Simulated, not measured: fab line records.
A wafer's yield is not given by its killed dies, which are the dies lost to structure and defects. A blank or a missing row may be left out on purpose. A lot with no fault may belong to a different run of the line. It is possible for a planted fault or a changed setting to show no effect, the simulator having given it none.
Split-lot study || flow sfqLine || route with 325 steps; 5 lots, 27 wafers read

== ON THE SPLIT ==
At SFQ_TRILAYER_JJ_TRILAYER_DEP_SPUTTER_112 (material Nb, target thk 170 nm, time 113.3 s), the setting timeS was moved away from the recipe's 113.3 s on 12 of the 27 wafers read, by -48.0% to -39.1%. This setting was run at the recipe's value on the other wafers.

== FROM THE SPLIT TO THE READING: what the file shows between them, 4 steps ==
- SFQ_JJ_RS_MEAS_929: measures by four-point-probe
- SFQ_TRILAYER_JJ_CE_LITHO_COAT_119: resist thk 62 nm
- SFQ_TRILAYER_JJ_CE_METRO_MEASURE_117
- SFQ_TRILAYER_JJ_CE_BARC_OPEN_RIE_150: chemistry O2, target BARC, target depth 240 nm, time 80 s

== THE READING ==
oesProductAu, in a.u., at SFQ_TRILAYER_JJ_CE_ETCH_RIE_118 (chemistry SF6, target Nb, stops on Al2O3, time 97.7 s, target depth 170 nm). Typical for fault-free wafers on this fab line: 0.988 a.u., with standard deviation 0.0081 a.u.

{"wafer": "L074.1", "tool, chamber at the split": "pvdSputter-04, -", "timeS as run, s": 68.99, "against the recipe": "-39.1%", "oesProductAu, a.u.": 0.774, "against lot-mates on the recipe": -0.211}
{"wafer": "L074.2", "tool, chamber at the split": "pvdSputter-04, -", "timeS as run, s": 68.99, "against the recipe": "-39.1%", "oesProductAu, a.u.": 0.753, "against lot-mates on the recipe": -0.232}
{"wafer": "L074.3", "tool, chamber at the split": "pvdSputter-04, -", "timeS as run, s": 113.3, "against the recipe": "recipe", "oesProductAu, a.u.": 0.987, "against lot-mates on the recipe": "-"}
{"wafer": "L074.4", "tool, chamber at the split": "pvdSputter-04, -", "timeS as run, s": 68.99, "against the recipe": "-39.1%", "oesProductAu, a.u.": 0.748, "against lot-mates on the recipe": -0.237}
{"wafer": "L074.5", "tool, chamber at the split": "pvdSputter-04, -", "timeS as run, s": 113.3, "against the recipe": "recipe", "oesProductAu, a.u.": 0.992, "against lot-mates on the recipe": "-"}
{"wafer": "L074.6", "tool, chamber at the split": "pvdSputter-04, -", "timeS as run, s": 113.3, "against the recipe": "recipe", "oesProductAu, a.u.": 0.975, "against lot-mates on the recipe": "-"}
{"wafer": "L077.2", "tool, chamber at the split": "pvdSputter-05, -", "timeS as run, s": 113.3, "against the recipe": "recipe", "oesProductAu, a.u.": 0.987, "against lot-mates on the recipe": "-"}
{"wafer": "L077.4", "tool, chamber at the split": "pvdSputter-05, -", "timeS as run, s": 113.3, "against the recipe": "recipe", "oesProductAu, a.u.": 0.990, "against lot-mates on the recipe": "-"}
{"wafer": "L077.6", "tool, chamber at the split": "pvdSputter-05, -", "timeS as run, s": 113.3, "against the recipe": "recipe", "oesProductAu, a.u.": 0.997, "against lot-mates on the recipe": "-"}
{"wafer": "L078.1", "tool, chamber at the split": "pvdSputter-03, -", "timeS as run, s": 113.3, "against the recipe": "recipe", "oesProductAu, a.u.": 0.981, "against lot-mates on the recipe": "-"}
{"wafer": "L078.2", "tool, chamber at the split": "pvdSputter-03, -", "timeS as run, s": 113.3, "against the recipe": "recipe", "oesProductAu, a.u.": 0.996, "against lot-mates on the recipe": "-"}
{"wafer": "L078.3", "tool, chamber at the split": "pvdSputter-03, -", "timeS as run, s": 67.97, "against the recipe": "-40.0%", "oesProductAu, a.u.": 0.743, "against lot-mates on the recipe": -0.245}
{"wafer": "L078.4", "tool, chamber at the split": "pvdSputter-03, -", "timeS as run, s": 67.97, "against the recipe": "-40.0%", "oesProductAu, a.u.": 0.741, "against lot-mates on the recipe": -0.247}
{"wafer": "L078.5", "tool, chamber at the split": "pvdSputter-03, -", "timeS as run, s": 67.97, "against the recipe": "-40.0%", "oesProductAu, a.u.": 0.755, "against lot-mates on the recipe": -0.233}
{"wafer": "L078.6", "tool, chamber at the split": "pvdSputter-03, -", "timeS as run, s": 113.3, "against the recipe": "recipe", "oesProductAu, a.u.": 0.987, "against lot-mates on the recipe": "-"}
{"wafer": "L079.1", "tool, chamber at the split": "pvdSputter-05, -", "timeS as run, s": 113.3, "against the recipe": "recipe", "oesProductAu, a.u.": 0.997, "against lot-mates on the recipe": "-"}
{"wafer": "L079.2", "tool, chamber at the split": "pvdSputter-05, -", "timeS as run, s": 58.96, "against the recipe": "-48.0%", "oesProductAu, a.u.": 0.711, "against lot-mates on the recipe": -0.287}
{"wafer": "L079.3", "tool, chamber at the split": "pvdSputter-05, -", "timeS as run, s": 58.96, "against the recipe": "-48.0%", "oesProductAu, a.u.": 0.700, "against lot-mates on the recipe": -0.298}
{"wafer": "L079.4", "tool, chamber at the split": "pvdSputter-05, -", "timeS as run, s": 58.96, "against the recipe": "-48.0%", "oesProductAu, a.u.": 0.700, "against lot-mates on the recipe": -0.298}
{"wafer": "L079.5", "tool, chamber at the split": "pvdSputter-05, -", "timeS as run, s": 113.3, "against the recipe": "recipe", "oesProductAu, a.u.": 1.001, "against lot-mates on the recipe": "-"}
{"wafer": "L079.6", "tool, chamber at the split": "pvdSputter-05, -", "timeS as run, s": 113.3, "against the recipe": "recipe", "oesProductAu, a.u.": 0.995, "against lot-mates on the recipe": "-"}
{"wafer": "L081.1", "tool, chamber at the split": "pvdSputter-03, -", "timeS as run, s": 67.12, "against the recipe": "-40.8%", "oesProductAu, a.u.": 0.750, "against lot-mates on the recipe": -0.245}
{"wafer": "L081.2", "tool, chamber at the split": "pvdSputter-03, -", "timeS as run, s": 113.3, "against the recipe": "recipe", "oesProductAu, a.u.": 0.993, "against lot-mates on the recipe": "-"}
{"wafer": "L081.3", "tool, chamber at the split": "pvdSputter-03, -", "timeS as run, s": 67.12, "against the recipe": "-40.8%", "oesProductAu, a.u.": 0.754, "against lot-mates on the recipe": -0.241}
{"wafer": "L081.4", "tool, chamber at the split": "pvdSputter-03, -", "timeS as run, s": 113.3, "against the recipe": "recipe", "oesProductAu, a.u.": 0.998, "against lot-mates on the recipe": "-"}
{"wafer": "L081.5", "tool, chamber at the split": "pvdSputter-03, -", "timeS as run, s": 67.12, "against the recipe": "-40.8%", "oesProductAu, a.u.": 0.736, "against lot-mates on the recipe": -0.259}
{"wafer": "L081.6", "tool, chamber at the split": "pvdSputter-03, -", "timeS as run, s": 113.3, "against the recipe": "recipe", "oesProductAu, a.u.": 0.994, "against lot-mates on the recipe": "-"}

THE FIT
A straight line over all 27 wafers: oesProductAu changes by +0.00602 a.u. for each +1% of timeS; r = +1.00; the points scatter about the line by 0.0078 a.u.
The same after taking each lot's own level away (the mean of its wafers on the recipe; 27 wafers): +0.00603 a.u. for each +1%; r = +1.00; scatter 0.0077 a.u.
On that fit, the largest move of timeS shifts the reading by 0.29 a.u.
Measured against the standard deviation above, the lots' own levels, which go from 0.9847 to 0.9977 a.u., span 1.6 times it.
The two slopes agree, so the slope changes little with the lot-to-lot level.
Check: -0.289 a.u. against its lot-mates is what the line predicts for one of the wafers moved furthest among these (-48.0%) when that wafer is left out of the fit. It came out at -0.287 a.u. against them.

== OTHER SPLITS ON THESE WAFERS ==
Before the reading, these wafers also passed through other splits. Each is held against what the fit with the lots' levels taken away leaves over:
{"other split on the same wafers": "SFQ_TRILAYER_M3_ETCH_METAL_ETCH_078 timeS", "wafers away from the commonest value": 9, "r with oesProductAu (lot level and that fit taken away)": -0.19}
{"other split on the same wafers": "SFQ_TRILAYER_I4_DEP_PECVD_099 timeS", "wafers away from the commonest value": 12, "r with oesProductAu (lot level and that fit taken away)": "+0.30"}

== THE WHOLE CHAIN: every reading that the file lists as answering this split, in the file's order ==
{"step": "SFQ_TRILAYER_JJ_TRILAYER_DEP_SPUTTER_112", "what it does": "material Nb, target thk 170 nm, time 113.3 s", "reading": "Nb_of_TRILAYER_JJ_TRILAYER_DEP_SPUTTER_112.thkNm (the simulator's own value, which no gauge read)", "change (the file's fit)": "+1.7 nm for each +1% of the setting", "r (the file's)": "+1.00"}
{"step": "SFQ_JJ_RS_MEAS_929", "what it does": "measures by four-point-probe", "reading": "JJ_NB_RS", "change (the file's fit)": "-0.0184 for each +1% of the setting", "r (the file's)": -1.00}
{"step": "SFQ_TRILAYER_JJ_CE_ETCH_RIE_118", "what it does": "chemistry SF6, target Nb, stops on Al2O3, time 97.7 s, target depth 170 nm", "reading": "oesProductAu", "change (the file's fit)": "+0.00603 a.u. for each +1% of the setting", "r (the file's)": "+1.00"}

== THE FILE'S OWN FIT ==
oesProductAu changes by +0.00603 a.u. for each +1% of timeS, r = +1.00.
